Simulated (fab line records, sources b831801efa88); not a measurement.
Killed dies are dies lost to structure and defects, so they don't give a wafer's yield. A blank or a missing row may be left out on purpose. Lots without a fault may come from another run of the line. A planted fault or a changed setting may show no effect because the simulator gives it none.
Problem report in the 8D (eight disciplines) form, filled by code | flow gf180mcu | the parts of the form that need people (team, actions taken, sign-off) are left out

1. THE PROBLEM
CONTACT_W_RS at GF_CONTACT_RS_MEAS_25 reads a mean of 0.443 ohm/sq on 2 wafers of 2 lots; wafers without a fault read 0.379 ohm/sq with a standard deviation of 0.0048. That is +13 standard deviations from the usual mean.
The step: measures by four-point-probe.
First seen on wafer L403.4, day 20 13:18, on film_metro-04. The record holds 39 wafers of 13 lots with a number at this step. Rule for "out", or "out of limits": more than 4 standard deviations from the usual mean. The other wafers with a number count as sound.

2. WHAT IT IS AND WHAT IT IS NOT
question                    | is                           | is not
which readings at this step | CONTACT_W_RS                 | -
which lots                  | L403, L404                   | L394, L395, L396, L398, L399, L401, L405, L407, L413, L414, L415
which wafers of those lots  | L403.4, L404.5               | L403.3, L403.6, L404.1, L404.6
read on which gauges        | film_metro-03, film_metro-04 | film_metro-02
when                        | from day 20 13:18            | up to then (20 sound wafers); but 17 sound wafers of L404, L405, L407, L413, L414, L415 came after

3. SUSPECTS, AND WHAT RULES EACH OUT
Counting: a tool at a process step up to the reading stays a suspect if it ran every lot that is out. Sound lots after the first of them don't rule it out here, since some wafers of a struck lot are sound.
- the gauge at GF_CONTACT_RS_MEAS_25: ruled out. The wafers that are out were read on 2 gauges (film_metro-03, film_metro-04).
- cvd_w-01 at GF_CONTACT_CVD_24 (deposits W, target thk 300 nm, time 90.339 s): kept. It ran every lot that is out, first L403 (day 20 13:11); its last sound lot up to then is L401 (day 19 19:55). Its own readings are out on those wafers: susceptor_temp_C.
- Within cvd_w-01 at GF_CONTACT_CVD_24: the wafers that are out ran in chamber 0; their sound lot-mates ran in chamber 1.
Left after counting: cvd_w-01 at GF_CONTACT_CVD_24.

4. THE CAUSE (what the simulator had put in)
Process parameter drift: cvd_w-01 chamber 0, from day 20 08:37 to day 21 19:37, at GF_CONTACT_CVD_24. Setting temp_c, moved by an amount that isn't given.
Counting left only this tool.

5. THE CHAIN OF EFFECTS, in route order
Each row: a reading whose mean over the struck wafers that have a number lies more than 3 standard deviations from the usual. Only readings for which the record gives a usual standard deviation are gone through. hours: the time from each lot's start at the first step in this table that gives one to its start at this step, as a median over the lots. sigmas: the change in usual standard deviations.
hours | step                   | reading          | usual        | on struck wafers | change | sigmas
0     | GF_CONTACT_CVD_24      | susceptor_temp_C | 400.04 C     | 391.40           | -8.64  | -41
0     | GF_CONTACT_RS_MEAS_25  | CONTACT_W_RS     | 0.379 ohm/sq | 0.443            | +0.064 | +13
0     | GF_CONTACT_THK_MEAS_26 | CONTACT_W_THK    | 308 nm       | 264              | -44    | -10
The process steps in it:
- GF_CONTACT_CVD_24: deposits W, target thk 300 nm, time 90.339 s.
Later measuring or inspecting steps at which every struck wafer that the step has a row for has a number for every such reading, and none has moved that far: GF_V1_BOW_MEAS_05.

6. WHAT WOULD HAVE CAUGHT IT SOONER
In this record the first reading out of limits at a measuring or inspecting step was taken at day 20 13:18, 5 hours after the fault began at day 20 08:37.
The tool's own readings at GF_CONTACT_CVD_24 were out on every struck wafer that the step has a row for (susceptor_temp_C): an alarm limit on them would have fired on the first of those.
Of the lots that are out (2), L404 began GF_CONTACT_CVD_24 on cvd_w-01 after day 20 13:18. A hold on the tool at that time would have spared it.
